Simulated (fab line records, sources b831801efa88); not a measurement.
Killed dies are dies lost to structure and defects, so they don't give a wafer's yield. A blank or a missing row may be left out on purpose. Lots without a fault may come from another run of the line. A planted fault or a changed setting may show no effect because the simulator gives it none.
Which tool did it? | flow sky130 | 24 lots, 72 wafers sampled, at 3 steps of a route of 708

WHAT THE GAUGES READ, wafer by wafer
SKY_CONTACT_BOW_MEAS_05.
lot  | measured     | on            | CONTACT_BOW (um)
L074 | day 31 01:33 | film_metro-03 | 83 87 70
L075 | day 31 02:13 | film_metro-03 | 93 93 97
L076 | day 31 07:17 | film_metro-02 | 92 92 89
L078 | day 32 04:14 | film_metro-03 | 86 80 82
L077 | day 32 06:05 | film_metro-04 | 78 77 80
L080 | day 32 13:01 | film_metro-03 | 87 81 71
L079 | day 32 14:41 | film_metro-04 | 86 98 79
L081 | day 32 22:39 | film_metro-03 | 82 82 86
L082 | day 33 00:00 | film_metro-02 | 74 84 88
L083 | day 33 12:44 | film_metro-03 | 76 84 83
L084 | day 33 17:17 | film_metro-02 | 79 91 79
L085 | day 34 02:43 | film_metro-02 | 84 89 76
L087 | day 34 11:16 | film_metro-04 | 96 93 93
L086 | day 34 11:35 | film_metro-03 | 75 81 75
L088 | day 34 14:24 | film_metro-03 | 87 87 79
L089 | day 34 19:28 | film_metro-02 | 87 91 102
L090 | day 35 07:41 | film_metro-03 | 81 91 83
L091 | day 36 05:24 | film_metro-04 | 78 90 88
L092 | day 36 07:19 | film_metro-03 | 91 74 89
L093 | day 36 15:00 | film_metro-03 | 80 80 92
L094 | day 36 15:11 | film_metro-04 | 81 92 79
L095 | day 37 08:19 | film_metro-02 | 83 98 87
L096 | day 37 11:02 | film_metro-03 | 82 78 72
L097 | day 37 12:29 | film_metro-02 | 97 72 83

SKY_VIA1_THK_MEAS_01.
lot  | measured     | on            | VIA1_HDPCVD_THK (nm)
L074 | day 33 10:56 | film_metro-03 | 1030 1044 1028
L075 | day 33 11:23 | film_metro-01 | 1021 1037 1021
L076 | day 33 15:09 | film_metro-01 | 1044 1053 1055
L078 | day 34 12:44 | film_metro-02 | 1018 1001 1019
L077 | day 34 14:10 | film_metro-02 | 1028 1037 1026
L080 | day 34 21:34 | film_metro-03 | 1012 1010 1021
L079 | day 34 23:14 | film_metro-02 | 1025 1022 1039
L081 | day 35 07:02 | film_metro-02 | 1028 1045 1014
L082 | day 35 07:55 | film_metro-03 | 1037 1041 1072
L083 | day 35 21:06 | film_metro-01 | 1020 1043 1023
L084 | day 36 00:34 | film_metro-02 | 1035 1033 1044
L085 | day 36 09:41 | film_metro-01 | 1058 1055 1036
L087 | day 36 16:57 | film_metro-02 | 1034 1023 1041
L086 | day 36 18:27 | film_metro-01 | 1035 1034 1022
L088 | day 36 20:26 | film_metro-03 | 1028 1016 1021
L089 | day 37 02:31 | film_metro-03 | 1029 1029 1036
L090 | day 37 13:47 | film_metro-01 | 1040 1049 1039
L091 | day 38 11:54 | film_metro-03 | 1046 1053 1048
L092 | day 38 12:54 | film_metro-02 | 1043 1033 1041
L093 | day 38 21:31 | film_metro-03 | 1057 1046 1055
L094 | day 38 22:46 | film_metro-01 | 1036 1057 1042
L095 | day 39 13:35 | film_metro-03 | 1035 1060 1044
L096 | day 39 16:01 | film_metro-01 | 1035 1061 1030
L097 | day 39 17:13 | film_metro-01 | 1033 1053 1021

WHICH TOOL RAN EACH LOT (tool, then ch and the chambers of the sampled wafers, then the start)
lot  | SKY_LOCAL_INTERCONNECT_SPUTTER_00
L074 | pvd_sputter-04, day 29 20:06
L075 | pvd_sputter-02, day 29 20:51
L076 | pvd_sputter-01, day 30 03:03
L078 | pvd_sputter-04, day 30 23:32
L077 | pvd_sputter-02, day 31 00:30
L080 | pvd_sputter-02, day 31 09:10
L079 | pvd_sputter-04, day 31 10:19
L081 | pvd_sputter-02, day 31 19:24
L082 | pvd_sputter-04, day 31 21:12
L083 | pvd_sputter-04, day 32 08:24
L084 | pvd_sputter-04, day 32 13:19
L085 | pvd_sputter-02, day 32 22:22
L087 | pvd_sputter-01, day 33 06:39
L086 | pvd_sputter-04, day 33 07:05
L088 | pvd_sputter-01, day 33 10:39
L089 | pvd_sputter-04, day 33 15:09
L090 | pvd_sputter-02, day 34 03:01
L091 | pvd_sputter-04, day 35 02:35
L092 | pvd_sputter-02, day 35 04:26
L093 | pvd_sputter-04, day 35 11:21
L094 | pvd_sputter-02, day 35 11:25
L095 | pvd_sputter-01, day 36 04:28
L096 | pvd_sputter-02, day 36 07:19
L097 | pvd_sputter-04, day 36 09:03
- SKY_LOCAL_INTERCONNECT_SPUTTER_00: material TiN, target thk 100 nm, time 83.3 s.

WHAT THE TOOLS THEMSELVES READ (means of the sampled wafers that have a number; where no wafer has one, the mark that the record gives instead)
SKY_LOCAL_INTERCONNECT_SPUTTER_00.
lot  | tool           | cathode_dc_power_W (W) | throttle_valve_pct (%)
L074 | pvd_sputter-04 | 6500.2                 | 29.7
L075 | pvd_sputter-02 | 6500.4                 | 30.0
L076 | pvd_sputter-01 | 6500.2                 | 30.8
L078 | pvd_sputter-04 | 6498.5                 | 30.4
L077 | pvd_sputter-02 | 6498.7                 | 29.4
L080 | pvd_sputter-02 | 6499.9                 | 30.1
L079 | pvd_sputter-04 | 6500.5                 | 30.5
L081 | pvd_sputter-02 | 6500.1                 | 29.8
L082 | pvd_sputter-04 | 6500.1                 | 29.7
L083 | pvd_sputter-04 | 6499.7                 | 30.0
L084 | pvd_sputter-04 | 6499.2                 | 29.2
L085 | pvd_sputter-02 | 6499.0                 | 30.3
L087 | pvd_sputter-01 | 6500.7                 | 30.7
L086 | pvd_sputter-04 | 6500.8                 | 29.9
L088 | pvd_sputter-01 | 6499.0                 | 30.2
L089 | pvd_sputter-04 | 6500.6                 | 29.4
L090 | pvd_sputter-02 | 6499.8                 | 30.2
L091 | pvd_sputter-04 | 6500.3                 | 29.6
L092 | pvd_sputter-02 | 6501.7                 | 30.0
L093 | pvd_sputter-04 | 6499.6                 | 30.7
L094 | pvd_sputter-02 | 6501.3                 | 29.9
L095 | pvd_sputter-01 | 6499.7                 | 30.5
L096 | pvd_sputter-02 | 6499.4                 | 29.6
L097 | pvd_sputter-04 | 6499.7                 | 30.7

THE ANSWER, worked out from the rows above alone
Rule: what is usual is taken from the lots themselves. Put in order of their means at a reading, lots are off if they are a third of the lots or fewer, leave a main group of 4 or more, and stand apart from it by a gap of 3 or more times the standard deviation of the main group's means; of several such gaps the widest counts. A main group whose means are all the same, to the digits that the tables above print for the reading, isn't used. A lot without any number at a reading at which 4 lots or more have one is off too. The other lots that the step has rows for count as sound. The gauges are gone through in route order, then the tools' own readings, and for those a lot's mean is taken as printed above. The first step at which some lot is off is used, and at that step the reading that is off furthest; a lot without a number counts as furthest.
No lot is off at any reading shown: from this, nothing can be told.

WHAT THE SIMULATOR HAD PUT IN
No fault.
